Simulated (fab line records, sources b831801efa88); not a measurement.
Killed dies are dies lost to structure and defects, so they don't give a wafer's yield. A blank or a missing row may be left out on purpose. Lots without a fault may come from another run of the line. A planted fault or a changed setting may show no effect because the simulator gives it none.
Which tool did it? | flow sky130 | 10 lots, 30 wafers sampled, at 7 steps of a route of 708

WHAT THE GAUGES READ, wafer by wafer
SKY_POLY_GATE_THK_MEAS_01. Usual: POLY_GATE_CVD_00_THK 179.2 nm, standard deviation 1.5.
lot  | measured     | on            | POLY_GATE_CVD_00_THK (nm) | flag
L815 | day 16 02:35 | film_metro-03 | 177.9 178.9 179.7         |
L819 | day 16 08:52 | film_metro-03 | 180.2 179.9 180.8         |
L821 | day 16 18:35 | film_metro-01 | 180.1 179.8 179.3         |
L822 | day 17 04:50 | film_metro-01 | 179.4 178.8 179.4         |
L825 | day 18 06:32 | film_metro-02 | 179.4 178.3 181.5         |
L827 | day 19 08:43 | film_metro-02 | 178.3 177.9 176.8         |
L828 | day 20 00:11 | film_metro-01 | 176.0 176.3 175.3         |
L833 | day 21 05:46 | film_metro-01 | 180.5 181.4 180.1         |
L834 | day 21 20:37 | film_metro-02 | 177.8 179.5 178.6         |
L835 | day 21 22:25 | film_metro-03 | 179.4 179.9 180.9         |

SKY_LDD_LDN_OVL_MEAS_07. Usual: LDD_LDN_OVL 0.6 nm, standard deviation 1.4.
lot  | measured     | on         | LDD_LDN_OVL (nm) | flag
L815 | day 25 05:56 | overlay-02 | 1.3 1.5 2.9      |
L819 | day 25 10:42 | overlay-01 | -0.5 0.5 -1.1    |
L821 | day 26 00:34 | overlay-02 | 1.1 0.5 1.1      |
L822 | day 26 06:35 | overlay-01 | -1.5 0.0 1.2     |
L825 | day 27 02:37 | overlay-01 | 2.0 1.1 0.9      |
L827 | day 28 05:13 | overlay-01 | 1.3 1.1 0.5      |
L828 | day 28 21:06 | overlay-02 | 2.6 0.6 0.4      |
L833 | day 29 21:26 | overlay-02 | 1.5 2.7 1.1      |
L834 | day 30 11:08 | overlay-02 | 4.8 2.9 1.9      |
L835 | day 30 13:52 | overlay-01 | 2.4 1.4 2.2      |

SKY_SD_N_TW_MEAS_12. Usual: SD_N_TW 3986, standard deviation 51.
lot  | measured     | on            | SD_N_TW        | flag
L815 | day 30 03:41 | film_metro-03 | 3937 3928 3948 |
L819 | day 30 08:07 | film_metro-02 | 4065 4074 4054 |
L821 | day 30 20:58 | film_metro-03 | 3923 3928 3926 |
L822 | day 31 03:30 | film_metro-03 | 3972 3947 3975 |
L825 | day 31 22:16 | film_metro-01 | 4002 3973 3975 |
L827 | day 32 22:16 | film_metro-01 | 4010 4006 4019 |
L828 | day 33 13:27 | film_metro-03 | 3909 3911 3931 |
L833 | day 34 13:55 | film_metro-01 | 4267 4238 4314 | OFF
L834 | day 35 02:25 | film_metro-03 | 4200 4220 4212 | OFF
L835 | day 35 07:47 | film_metro-03 | 4230 4226 4217 | OFF

SKY_SD_N_RS_MEAS_16: measures by four-point-probe. Usual: SD_N_RS 68.57 ohm/sq, standard deviation 0.11.
lot  | measured     | on            | SD_N_RS (ohm/sq)  | flag
L815 | day 30 03:59 | film_metro-02 | 68.43 68.65 68.53 |
L819 | day 30 08:25 | film_metro-02 | 68.69 68.69 68.65 |
L821 | day 30 21:16 | film_metro-02 | 68.57 68.43 68.40 |
L822 | day 31 03:47 | film_metro-03 | 68.45 68.40 68.42 |
L825 | day 31 22:34 | film_metro-03 | 68.50 68.57 68.45 |
L827 | day 32 22:34 | film_metro-02 | 68.52 68.72 68.63 |
L828 | day 33 13:44 | film_metro-02 | 68.69 68.70 68.54 |
L833 | day 34 14:13 | film_metro-03 | 60.32 60.39 60.52 | OFF
L834 | day 35 02:43 | film_metro-01 | 60.70 60.56 60.48 | OFF
L835 | day 35 08:04 | film_metro-02 | 60.64 60.67 60.51 | OFF

WHICH TOOL RAN EACH LOT (tool, then ch and the chambers of the sampled wafers, then the start)
lot  | SKY_POLY_GATE_ETCH_17            | SKY_SD_N_IMPLANT_09             | SKY_SD_N_STRIP_11
L815 | rie_si-02 ch 1,2,3, day 18 14:53 | implanter-01 ch 0, day 30 03:02 | plasma_asher-03 ch 1, day 30 03:35
L819 | rie_si-01 ch 0,1,3, day 18 21:19 | implanter-01 ch 0, day 30 07:41 | plasma_asher-04 ch 0,1, day 30 07:58
L821 | rie_si-01 ch 1,2, day 19 13:31   | implanter-01 ch 0, day 30 20:35 | plasma_asher-03 ch 0,1, day 30 20:52
L822 | rie_si-02 ch 0,1,3, day 19 20:10 | implanter-03 ch 0, day 31 03:06 | plasma_asher-03 ch 0,1, day 31 03:24
L825 | rie_si-02 ch 0,2,3, day 20 20:10 | implanter-02 ch 0, day 31 21:53 | plasma_asher-04 ch 0,1, day 31 22:10
L827 | rie_si-02 ch 1,2,3, day 21 23:29 | implanter-02 ch 0, day 32 21:54 | plasma_asher-03 ch 0,1, day 32 22:11
L828 | rie_si-01 ch 0,1,2, day 22 15:17 | implanter-03 ch 0, day 33 13:03 | plasma_asher-01 ch 0,1, day 33 13:21
L833 | rie_si-02 ch 0,3, day 23 20:28   | implanter-01 ch 0, day 34 13:32 | plasma_asher-03 ch 0,1, day 34 13:49
L834 | rie_si-01 ch 1,2, day 24 10:02   | implanter-01 ch 0, day 35 02:02 | plasma_asher-04 ch 0,1, day 35 02:19
L835 | rie_si-02 ch 0,1,3, day 24 12:22 | implanter-01 ch 0, day 35 07:23 | plasma_asher-03 ch 0,1, day 35 07:41
- SKY_POLY_GATE_ETCH_17: etches poly-Si in HBr/Cl2, stops on SiO2, target depth 180 nm, time 70.5 s.
- SKY_SD_N_IMPLANT_09
- SKY_SD_N_STRIP_11: strips in O2/N2.

WHAT THE TOOLS THEMSELVES READ (means of the sampled wafers that have a number; where no wafer has one, the mark that the record gives instead)
SKY_POLY_GATE_ETCH_17. Usual: drypump_motor_current_A 5.97 A, standard deviation 0.21; oes_product_au 0.984 a.u., standard deviation 0.0057; throttle_valve_pct 33.684 %, standard deviation 0.009.
lot  | tool      | drypump_motor_current_A (A) | oes_product_au (a.u.) | throttle_valve_pct (%) | flag
L815 | rie_si-02 | 5.88                        | 0.984                 | 33.684                 |
L819 | rie_si-01 | 5.99                        | 0.987                 | 33.685                 |
L821 | rie_si-01 | 6.21                        | 0.988                 | 33.684                 |
L822 | rie_si-02 | 5.86                        | 0.983                 | 33.683                 |
L825 | rie_si-02 | 5.97                        | 0.981                 | 33.681                 |
L827 | rie_si-02 | 5.91                        | 0.983                 | 33.684                 |
L828 | rie_si-01 | 6.15                        | 0.981                 | 33.683                 |
L833 | rie_si-02 | 5.82                        | 0.988                 | 33.683                 |
L834 | rie_si-01 | 6.23                        | 0.980                 | 33.678                 |
L835 | rie_si-02 | 5.85                        | 0.986                 | 33.687                 |

SKY_SD_N_IMPLANT_09. Usual: beam_energy_keV 49.998, standard deviation 0.017; beam_on_s 17.6 s, standard deviation 0.72; dose_ions_cm2 4e+15, standard deviation 4.1e+12.
lot  | tool         | beam_energy_keV | beam_on_s (s) | dose_ions_cm2 | flag
L815 | implanter-01 | 49.976          | 17.9          | 4e+15         |
L819 | implanter-01 | 49.986          | 17.5          | 4e+15         |
L821 | implanter-01 | 50.013          | 17.4          | 4e+15         |
L822 | implanter-03 | 50.007          | 18.2          | 4e+15         |
L825 | implanter-02 | 49.973          | 16.4          | 4e+15         |
L827 | implanter-02 | 49.987          | 16.3          | 4e+15         |
L828 | implanter-03 | 50.012          | 18.0          | 4e+15         |
L833 | implanter-01 | 63.004          | 17.8          | 4e+15         | OFF
L834 | implanter-01 | 63.019          | 17.5          | 4e+15         | OFF
L835 | implanter-01 | 62.995          | 17.8          | 4e+15         | OFF

SKY_SD_N_STRIP_11. Usual: drypump_motor_current_A 5.8 A, standard deviation 0.43; n2_flow_sccm 300.2 sccm, standard deviation 0.87; oes_product_au 0.527 a.u., standard deviation 0.0047; strip_time_to_endpoint_s 22.56 s, standard deviation 0.045.
lot  | tool            | drypump_motor_current_A (A) | n2_flow_sccm (sccm) | oes_product_au (a.u.) | strip_time_to_endpoint_s (s) | flag
L815 | plasma_asher-03 | 5.8                         | 300.6               | 0.529                 | 22.63                        |
L819 | plasma_asher-04 | 5.8                         | 300.0               | 0.530                 | 22.54                        |
L821 | plasma_asher-03 | 5.7                         | 299.1               | 0.525                 | 22.58                        |
L822 | plasma_asher-03 | 5.7                         | 300.0               | 0.529                 | 22.54                        |
L825 | plasma_asher-04 | 6.1                         | 299.6               | 0.529                 | 22.55                        |
L827 | plasma_asher-03 | 5.8                         | 299.7               | 0.527                 | 22.55                        |
L828 | plasma_asher-01 | 5.4                         | 300.6               | 0.527                 | 22.50                        |
L833 | plasma_asher-03 | 5.8                         | 299.4               | 0.504                 | 24.59                        | OFF
L834 | plasma_asher-04 | 5.8                         | 300.8               | 0.502                 | 24.49                        | OFF
L835 | plasma_asher-03 | 5.7                         | 301.0               | 0.502                 | 24.47                        | OFF

THE ANSWER, worked out from the rows above alone
Rule: a lot is off if the mean of its wafers that have a number lies more than 3 standard deviations from the usual mean. A lot without any number at a reading at which 4 lots or more have one is off too. The other lots that the step has rows for count as sound. The gauges are gone through in route order, then the tools' own readings, and for those a lot's mean is taken as printed above. The first step at which some lot is off is used, and at that step the reading that is off furthest; a lot without a number counts as furthest.
Off: L833, L834, L835, at SKY_SD_N_TW_MEAS_12 (SD_N_TW).
A tool fits if, at a process step before that reading, it ran every lot that is off, and no sound lot after the first of them. The gauges at SKY_SD_N_TW_MEAS_12 aren't tried: what is off there is off at SKY_SD_N_IMPLANT_09 too, on other tools, and a gauge's error can't cause that. One fits: implanter-01 at SKY_SD_N_IMPLANT_09. Its last sound lot is L821 (day 30 20:35), its first lot that is off L833 (day 34 13:32): a fault that began between those two fits.
The tool's own readings at SKY_SD_N_IMPLANT_09 bear it out: on the lots that are off they differ by more than 5 times the standard deviation of the sound lots' means. beam_energy_keV reads 63.006 there against 49.993 on the sound lots.

WHAT THE SIMULATOR HAD PUT IN
Process parameter drift: implanter-01, from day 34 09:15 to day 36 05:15, at SKY_SD_N_IMPLANT_09. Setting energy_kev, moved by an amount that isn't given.
Lots struck among those shown: L833, L834, L835. The rule above found the same.
